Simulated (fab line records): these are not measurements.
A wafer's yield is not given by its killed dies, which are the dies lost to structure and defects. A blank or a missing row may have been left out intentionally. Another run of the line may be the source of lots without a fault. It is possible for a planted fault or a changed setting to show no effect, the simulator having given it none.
Which tool was responsible? -- flow gf180mcu -- 33 wafers from 11 lots sampled at 6 of the route's 602 steps

== WHAT THE GAUGES READ, wafer by wafer ==
GF_HV_LDD_THK_MEAS_55.
lot,measured,on,HV_LDD_CVD_54_THK (nm)
L554,day 12 11:00,film-metro-01,10.26 10.19 10.26
L555,day 12 23:08,film-metro-04,9.94 9.93 10.00
L556,day 13 03:19,film-metro-01,9.96 10.06 10.07
L557,day 13 12:38,film-metro-04,9.99 9.97 9.94
L561,day 14 20:39,film-metro-02,10.19 10.16 10.09
L563,day 15 08:41,film-metro-01,9.93 9.85 10.04
L566,day 16 12:17,film-metro-01,10.10 10.18 10.05
L571,day 18 09:01,film-metro-02,9.91 10.05 9.90
L572,day 18 19:23,film-metro-02,9.93 9.79 9.80
L573,day 18 21:42,film-metro-02,10.02 9.91 9.83
L574,day 19 06:46,film-metro-02,9.62 9.59 9.76

GF_PSD_RS_MEAS_15: the measuring method here is four-point-probe.
lot,measured,on,PSD_RS (ohm/sq)
L554,day 14 04:47,film-metro-02,108.9 109.1 109.2
L555,day 14 17:54,film-metro-04,108.2 107.8 108.3
L556,day 14 22:14,film-metro-03,109.3 108.7 108.5
L557,day 15 08:26,film-metro-04,108.5 108.4 108.9
L561,day 16 18:08,film-metro-03,108.5 108.9 108.9
L563,day 17 07:12,film-metro-02,110.8 110.9 111.3 110.8 111.2 110.8
L566,day 18 14:23,film-metro-04,108.6 108.8 108.8
L571,day 20 12:16,film-metro-03,108.3 108.4 108.2
L572,day 20 22:07,film-metro-04,108.2 108.3 108.4
L573,day 20 23:55,film-metro-03,108.4 108.6 108.3
L574,day 21 09:42,film-metro-02,108.5 108.5 109.2

GF_SALICIDE_RS_MEAS_04: the measuring method here is four-point-probe.
lot,measured,on,SALICIDE_TIN_RS (ohm/sq)
L554,day 15 02:21,film-metro-02,16.7 16.6 16.7
L555,day 15 15:46,film-metro-01,16.0 15.8 15.9
L556,day 15 20:23,film-metro-03,15.7 16.6 15.7
L557,day 16 06:37,film-metro-01,15.6 16.5 16.3
L561,day 17 18:31,film-metro-02,15.8 16.8 16.9
L563,day 18 06:38,film-metro-01,15.7 16.8 16.0
L566,day 19 15:55,film-metro-02,16.5 16.1 16.3
L571,day 21 12:19,film-metro-02,17.2 17.0 17.3
L572,day 21 21:34,film-metro-01,16.1 16.2 16.0
L573,day 22 00:19,film-metro-03,16.9 16.5 16.8
L574,day 22 09:51,film-metro-03,16.5 17.0 16.0

== TOOL THAT RAN EACH LOT (tool first, then ch and the chambers of the sampled wafers, then the start) ==
lot,GF_PSD_IMPLANT_09,GF_PSD_STRIP_10,GF_SALICIDE_SPUTTER_02
L554,"implanter-04 ch 0, day 14 04:14","plasma-asher-01 ch 0,1, day 14 04:22","pvd-sputter-01, day 15 02:15"
L555,"implanter-03 ch 0, day 14 17:20","plasma-asher-02 ch 0,1, day 14 17:29","pvd-sputter-01, day 15 15:43"
L556,"implanter-01 ch 0, day 14 21:41","plasma-asher-01 ch 0,1, day 14 21:49","pvd-sputter-02, day 15 20:19"
L557,"implanter-03 ch 0, day 15 07:52","plasma-asher-02 ch 0,1, day 15 07:59","pvd-sputter-03, day 16 06:32"
L561,"implanter-01 ch 0, day 16 17:35","plasma-asher-02 ch 0,1, day 16 17:43","pvd-sputter-03, day 17 18:25"
L563,"implanter-01 ch 0, day 17 06:38","plasma-asher-01 ch 0,1, day 17 06:47","pvd-sputter-02, day 18 06:35"
L566,"implanter-03 ch 0, day 18 13:50","plasma-asher-01 ch 0,1, day 18 13:58","pvd-sputter-03, day 19 15:49"
L571,"implanter-01 ch 0, day 20 11:41","plasma-asher-02 ch 0,1, day 20 11:50","pvd-sputter-01, day 21 12:16"
L572,"implanter-01 ch 0, day 20 21:34","plasma-asher-03 ch 0,1, day 20 21:41","pvd-sputter-01, day 21 21:29"
L573,"implanter-01 ch 0, day 20 23:21","plasma-asher-02 ch 0,1, day 20 23:29","pvd-sputter-02, day 22 00:14"
L574,"implanter-01 ch 0, day 21 09:08","plasma-asher-03 ch 0,1, day 21 09:16","pvd-sputter-02, day 22 09:46"
- GF_PSD_IMPLANT_09
- GF_PSD_STRIP_10: strips in O2/N2.
- GF_SALICIDE_SPUTTER_02: material Co, target thk 10 nm, time 20 s.

== AS READ BY THE TOOLS THEMSELVES (means over the sampled wafers that have a number; for cases with no such wafer, the mark the record gives instead) ==
GF_PSD_IMPLANT_09.
lot,tool,beam-energy-keV,tilt-deg (degrees)
L554,implanter-04,40.013,6.995
L555,implanter-03,39.985,7.008
L556,implanter-01,39.993,7.003
L557,implanter-03,40.004,6.960
L561,implanter-01,40.008,7.008
L563,implanter-01,38.421,7.035
L566,implanter-03,40.004,6.971
L571,implanter-01,39.998,6.974
L572,implanter-01,40.001,6.990
L573,implanter-01,39.998,6.990
L574,implanter-01,39.993,6.970

GF_PSD_STRIP_10.
lot,tool,drypump-motor-current-A (A),heater-power-w (W),n2-flow-sccm (sccm),oes-product-au (a.u.),strip-time-to-endpoint-s (s)
L554,plasma-asher-01,5.3,332,300.2,0.589,16.53
L555,plasma-asher-02,6.3,351,300.5,0.593,16.49
L556,plasma-asher-01,5.5,320,300.4,0.594,16.53
L557,plasma-asher-02,6.3,349,300.2,0.592,16.56
L561,plasma-asher-02,5.9,363,300.3,0.594,16.54
L563,plasma-asher-01,5.3,328,298.6,0.596,16.38
L566,plasma-asher-01,5.5,324,299.7,0.595,16.58
L571,plasma-asher-02,5.9,361,300.7,0.591,16.57
L572,plasma-asher-03,5.5,312,300.0,0.595,16.54
L573,plasma-asher-02,5.9,357,300.4,0.594,16.52
L574,plasma-asher-03,5.7,314,299.9,0.593,16.51

GF_SALICIDE_SPUTTER_02.
lot,tool,cathode-dc-power-W (W),throttle-valve-pct (%)
L554,pvd-sputter-01,999.93,28.9
L555,pvd-sputter-01,1000.02,29.4
L556,pvd-sputter-02,999.84,30.8
L557,pvd-sputter-03,999.95,30.0
L561,pvd-sputter-03,999.78,29.7
L563,pvd-sputter-02,1000.09,30.3
L566,pvd-sputter-03,1000.03,30.5
L571,pvd-sputter-01,999.95,29.3
L572,pvd-sputter-01,999.96,29.8
L573,pvd-sputter-02,1000.13,30.1
L574,pvd-sputter-02,999.89,30.1

== THE ANSWER, worked out from the rows above alone ==
Rule: the usual values come from the lots themselves. Put in order of their means at a reading, lots are off if they are a third of the lots or fewer, leave a main group of 4 or more, and stand apart from it by a gap of 3 or more times the standard deviation of the main group's means; of several such gaps the widest counts. If all means in a main group match to the digits the tables above print for the reading, that group is not used. Also off: a lot with no number at a reading for which 4 or more lots have one. All remaining lots with rows at the step are treated as sound. The gauges are gone through in route order, then the tools' own readings, and for those a lot's mean is taken as printed above. At the first step where some lot is off, the reading lying furthest off is the one used; lots without a number count as furthest.
Off: at GF_PSD_RS_MEAS_15 (PSD_RS), L563. The main group: mean 108.6 ohm/sq, standard deviation 0.28.
A tool fits if, at a process step before that reading, it ran every lot that is off, and no sound lot after the first of them. Not tried: the gauges at GF_PSD_RS_MEAS_15; whatever is off there is also off at GF_PSD_IMPLANT_09, on other tools, and gauge error can't account for it. No candidate that was tried fits.

== WHAT THE SIMULATOR PUT IN ==
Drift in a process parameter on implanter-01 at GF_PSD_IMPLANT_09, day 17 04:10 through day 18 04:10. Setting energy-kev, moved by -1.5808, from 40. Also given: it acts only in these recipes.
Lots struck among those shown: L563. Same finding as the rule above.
